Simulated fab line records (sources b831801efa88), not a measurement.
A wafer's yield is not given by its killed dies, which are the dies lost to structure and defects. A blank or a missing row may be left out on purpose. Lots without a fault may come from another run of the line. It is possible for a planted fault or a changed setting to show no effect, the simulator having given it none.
2 desks looking at one fault ; flow sky130 ; each desk holds nothing but its own numbers, with what lay behind them at the end

== AT THE METROLOGY DESK ==
What the gauges read for every lot (on any tool): the sampled wafers with a number, averaged. Marked OUT: a lot whose mean sits more than 4 standard deviations from the usual mean, which makes it out of limits; the brackets give that distance.
Columns: A = FIELD_ISO_OXIDATION_00_THK at SKY_FIELD_ISO_THK_MEAS_02, usual 12.00 nm; B = FIELD_ISO_CVD_03_THK at SKY_FIELD_ISO_THK_MEAS_04, usual 164.9 nm; C = POLY_GATE_CVD_00_THK at SKY_POLY_GATE_THK_MEAS_01, usual 179.7 nm; D = LDD_LDN_TW at SKY_LDD_LDN_TW_MEAS_13, usual 1464
lot;first seen here;A;B;C;D
L462;day 1 13:03;12.20;164.7;181.9;1472
L467;day 2 13:43;11.94;165.8;180.5;1450
L469;day 2 23:25;12.08;167.2;180.7;1450
L471;day 3 08:38;11.75;165.0;177.2;1462
L472;day 3 13:38;12.12;168.0;113.1 (-44) OUT;1441
L480;day 5 05:38;12.01;164.7;178.8;1458
L481;day 5 11:19;12.08;164.8;179.8;1476
L482;day 5 16:08;11.99;165.0;178.0;1464
L483;day 5 20:50;11.83;164.3;180.2;1466
L484;day 6 01:57;12.00;165.7;181.1;1468
L485;day 6 07:43;11.80;163.4;180.0;1477
This desk reports L472 out of limits; the earliest was L472 at day 17 21:56 (POLY_GATE_CVD_00_THK at SKY_POLY_GATE_THK_MEAS_01). L462, L467, L469, L471, L480, L481, L482, L483, L484, L485 stayed within limits.

== AT THE TOOL OWNER'S DESK: lpcvd-01 ==
The tool's own readings at SKY_POLY_GATE_CVD_00 (deposits poly-Si, target thk 180 nm, time 720 s): means of the sampled wafers that have a number, for each lot that ran on this tool. Marked OUT: a lot whose mean sits more than 4 standard deviations from the usual mean, which makes it out of limits; the brackets give that distance.
Columns: A = spike-tc-bottom-C at SKY_POLY_GATE_CVD_00, usual 642 C; B = spike-tc-centre-C at SKY_POLY_GATE_CVD_00, usual 621.4 C; C = spike-tc-lower-C at SKY_POLY_GATE_CVD_00, usual 620.1 C; D = spike-tc-top-C at SKY_POLY_GATE_CVD_00, usual 642.8 C; E = spike-tc-upper-C at SKY_POLY_GATE_CVD_00, usual 618.9 C; F = zone-power-top-pct at SKY_POLY_GATE_CVD_00, usual 19.7 %; G = zone-power-upper-pct at SKY_POLY_GATE_CVD_00, usual 8.4 %
lot;first seen here;A;B;C;D;E;F;G
L462;day 13 17:07;644;621.4;618.8;643.9;619.0;19.1;8.8
L467;day 15 22:00;645;621.4;619.5;643.4;619.1;19.2;8.8
L469;day 16 09:20;637;621.3;620.9;640.6;620.3;20.8;7.9
L471;day 16 18:56;645;628.4 (+6.3) OUT;618.9;653.0 (+5.1) OUT;567.0 (-40) OUT;24.8 (+6.2) OUT;0.0 (-18) OUT
L472;day 17 20:44;645;628.3 (+6.3) OUT;618.9;652.0 (+4.6) OUT;566.1 (-41) OUT;24.7 (+6.1) OUT;0.0 (-18) OUT
L480;day 20 02:49;645;621.8;620.0;643.7;619.7;19.1;8.8
L481;day 20 18:39;637;621.7;620.5;639.7;618.9;20.7;7.9
L482;day 20 22:49;645;622.1;619.3;644.4;618.5;19.2;8.9
L483;day 21 08:12;645;621.7;619.5;645.1;616.4;19.2;8.7
L484;day 21 19:58;645;621.8;619.0;643.1;619.0;19.0;8.8
L485;day 22 06:14;645;622.6;620.7;644.2;617.8;18.9;8.8
This desk's verdict: out of limits on L471, L472, starting with L471 at day 16 18:56 (spike-tc-centre-C at SKY_POLY_GATE_CVD_00). L462, L467, L469, L480, L481, L482, L483, L484, L485 stayed within limits.

== PUT TOGETHER ==
The tool owner's desk could have raised an alarm at day 16 18:56, on L471, L472.
At day 17 21:56 the metrology desk could have sounded an alarm, on L472.
The metrology desk has L471 on record, within its limits.
The lots listed all ran SKY_POLY_GATE_CVD_00 on lpcvd-01.

== WHAT HAD BEEN PUT IN BY THE SIMULATOR ==
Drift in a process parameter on lpcvd-01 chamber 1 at SKY_POLY_GATE_CVD_00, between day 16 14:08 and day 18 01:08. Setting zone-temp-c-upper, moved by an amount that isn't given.
Struck lots among those shown: L471, L472.
Counting hours from when the fault started, the first reading out of limits came at 5 for the tool owner's desk and at 32 for the metrology desk.
